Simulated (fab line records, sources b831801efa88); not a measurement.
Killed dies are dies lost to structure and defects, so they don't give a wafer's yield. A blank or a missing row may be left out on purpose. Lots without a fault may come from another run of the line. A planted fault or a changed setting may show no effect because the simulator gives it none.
Which tool did it? | flow gf180mcu | 7 lots, 21 wafers sampled, at 2 steps of a route of 602

WHAT THE GAUGES READ, wafer by wafer
GF_POLY_GATE_THK_MEAS_01.
lot  | measured     | on            | POLY_GATE_CVD_00_THK (nm)
L336 | day 8 14:34  | film_metro-03 | 200.8 201.9 201.2
L339 | day 9 21:46  | film_metro-04 | 199.7 202.0 200.3
L343 | day 10 23:26 | film_metro-04 | 199.7 200.8 200.8
L346 | day 11 16:49 | film_metro-03 | 200.1 199.9 198.1
L349 | day 12 17:24 | film_metro-03 | 219.4 218.9 220.6
L352 | day 13 12:25 | film_metro-03 | 223.3 222.2 223.9
L357 | day 14 20:55 | film_metro-01 | 202.7 202.3 202.7

WHICH TOOL RAN EACH LOT (tool, then ch and the chambers of the sampled wafers, then the start)
lot  | GF_POLY_GATE_CVD_00
L336 | lpcvd-02 ch 0, day 8 13:14
L339 | lpcvd-02 ch 0, day 9 20:26
L343 | lpcvd-01 ch 0, day 10 22:05
L346 | lpcvd-02 ch 0, day 11 15:29
L349 | lpcvd-02 ch 1, day 12 16:04
L352 | lpcvd-02 ch 1, day 13 10:25
L357 | lpcvd-01 ch 1, day 14 19:35
- GF_POLY_GATE_CVD_00: deposits poly-Si, target thk 200 nm, time 1200 s.

THE ANSWER, worked out from the rows above alone
Rule: what is usual is taken from the lots themselves. Put in order of their means at a reading, lots are off if they are a third of the lots or fewer, leave a main group of 4 or more, and stand apart from it by a gap of 3 or more times the standard deviation of the main group's means; of several such gaps the widest counts. A main group whose means are all the same, to the digits that the tables above print for the reading, isn't used. A lot without any number at a reading at which 4 lots or more have one is off too. The other lots that the step has rows for count as sound.
Off: L349, L352, at GF_POLY_GATE_THK_MEAS_01 (POLY_GATE_CVD_00_THK). The main group: mean 200.9 nm, standard deviation 1.1.
A tool fits if, at a process step before that reading, it ran every lot that is off, and no sound lot after the first of them. The gauges at GF_POLY_GATE_THK_MEAS_01 are tried like those tools. Can't be told from this: 2 tools fit, lpcvd-02 at GF_POLY_GATE_CVD_00, film_metro-03 at GF_POLY_GATE_THK_MEAS_01.

WHAT THE SIMULATOR HAD PUT IN
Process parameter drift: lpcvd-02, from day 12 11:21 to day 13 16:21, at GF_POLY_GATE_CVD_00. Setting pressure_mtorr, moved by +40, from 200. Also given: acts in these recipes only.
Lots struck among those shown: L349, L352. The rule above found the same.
